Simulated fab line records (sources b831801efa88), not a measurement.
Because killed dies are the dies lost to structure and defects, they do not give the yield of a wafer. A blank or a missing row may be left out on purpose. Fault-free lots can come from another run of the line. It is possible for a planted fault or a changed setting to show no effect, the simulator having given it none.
Which tool is to blame? ; flow gf180mcu ; Sampling: 14 lots, 42 wafers, 2 of 602 route steps

WHAT THE GAUGES READ, wafer by wafer
GF_VT_IMPLANT_OVL_MEAS_07. Usual: for VT_IMPLANT_OVL the level is -0.9 nm and the standard deviation is 1.4.
lot;measured;on;VT_IMPLANT_OVL (nm);flag
L345;day 5 15:20;overlay-01;-3.6 -1.3 -0.7;
L347;day 5 23:40;overlay-02;-0.5 -0.9 -1.7;
L351;day 7 01:00;overlay-02;-1.6 -4.2 -2.9;
L353;day 7 18:08;overlay-01;0.2 0.2 0.3;
L354;day 7 18:53;overlay-01;0.1 -1.5 -3.4;
L356;day 8 06:43;overlay-02;1.7 0.9 -0.2;
L357;day 8 16:44;overlay-01;2.4 -0.2 -0.8;
L360;day 9 17:14;overlay-02;-0.6 -0.2 0.9;
L362;day 10 02:20;overlay-01;-3.0 -1.2 -2.5;
L363;day 10 11:26;overlay-02;0.7 -0.3 -0.1;
L364;day 10 14:53;overlay-02;-1.8 -1.0 -0.2;
L365;day 10 21:46;overlay-02;-1.9 -1.3 -2.0;
L366;day 11 02:46;overlay-01;1.0 -0.2 -0.9;
L368;day 11 13:29;overlay-01;-1.4 0.8 0.6;

EACH LOT AND THE TOOL THAT RAN IT (in order: tool; ch and the chambers of the sampled wafers; start)
lot;GF_STI_ETCH_13
L345;rie diel-01 ch 0,3, day 2 01:13
L347;rie diel-03 ch 0,2,3, day 2 12:09
L351;rie diel-01 ch 0,1, day 3 08:46
L353;rie diel-01 ch 0,3, day 3 19:03
L354;rie diel-04 ch 0,2,3, day 4 00:07
L356;rie diel-03 ch 0,1,2, day 4 09:48
L357;rie diel-01 ch 0,3, day 4 17:18
L360;rie diel-01 ch 0,2, day 5 07:27
L362;rie diel-01 ch 1,2, day 5 17:03
L363;rie diel-04 ch 0,1,3, day 6 04:19
L364;rie diel-01 ch 0,2,3, day 6 04:40
L365;rie diel-04 ch 1,2, day 6 10:39
L366;rie diel-03 ch 0,3, day 6 14:30
L368;rie diel-04 ch 0,2,3, day 7 00:09
- GF_STI_ETCH_13: etches the open film in CHF3/O2, stops on Si, target depth 282.31 nm, time 112.9 s.

AS READ BY THE TOOLS THEMSELVES (means over the sampled wafers that have a number; for cases with no such wafer, the mark the record gives instead)
GF_STI_ETCH_13. Usual: drypump motor current A 5.7 A, standard deviation 0.39; oes product au 0.831 a.u., standard deviation 0.0057; throttle valve pct 8.810 %, standard deviation 0.0086.
lot;tool;drypump motor current A (A);oes product au (a.u.);throttle valve pct (%);flag
L345;rie diel-01;5.7;0.837;8.815;
L347;rie diel-03;5.7;0.840;8.802;
L351;rie diel-01;5.8;0.833;8.808;
L353;rie diel-01;5.7;0.825;8.812;
L354;rie diel-04;5.9;0.824;8.807;
L356;rie diel-03;5.7;0.837;8.817;
L357;rie diel-01;5.7;0.832;8.803;
L360;rie diel-01;5.6;0.830;8.808;
L362;rie diel-01;5.6;0.831;8.805;
L363;rie diel-04;5.9;0.825;8.814;
L364;rie diel-01;5.6;0.830;8.800;
L365;rie diel-04;5.3;0.829;8.812;
L366;rie diel-03;5.4;0.829;8.818;
L368;rie diel-04;5.9;0.834;8.803;

THE ANSWER, worked out from the rows above alone
Rule: a lot counts as off when the mean over its wafers that have a number is more than 3 standard deviations away from the usual mean. Also off: a lot with no number at a reading for which 4 or more lots have one. Any other lot the step has rows for is counted as sound. The gauges are gone through in route order, then the tools' own readings, and for those a lot's mean is taken as printed above. At the first step where some lot is off, the reading lying furthest off is the one used; lots without a number count as furthest.
No lot is off on any of the readings shown, so nothing can be concluded from this.

WHAT THE SIMULATOR PUT IN
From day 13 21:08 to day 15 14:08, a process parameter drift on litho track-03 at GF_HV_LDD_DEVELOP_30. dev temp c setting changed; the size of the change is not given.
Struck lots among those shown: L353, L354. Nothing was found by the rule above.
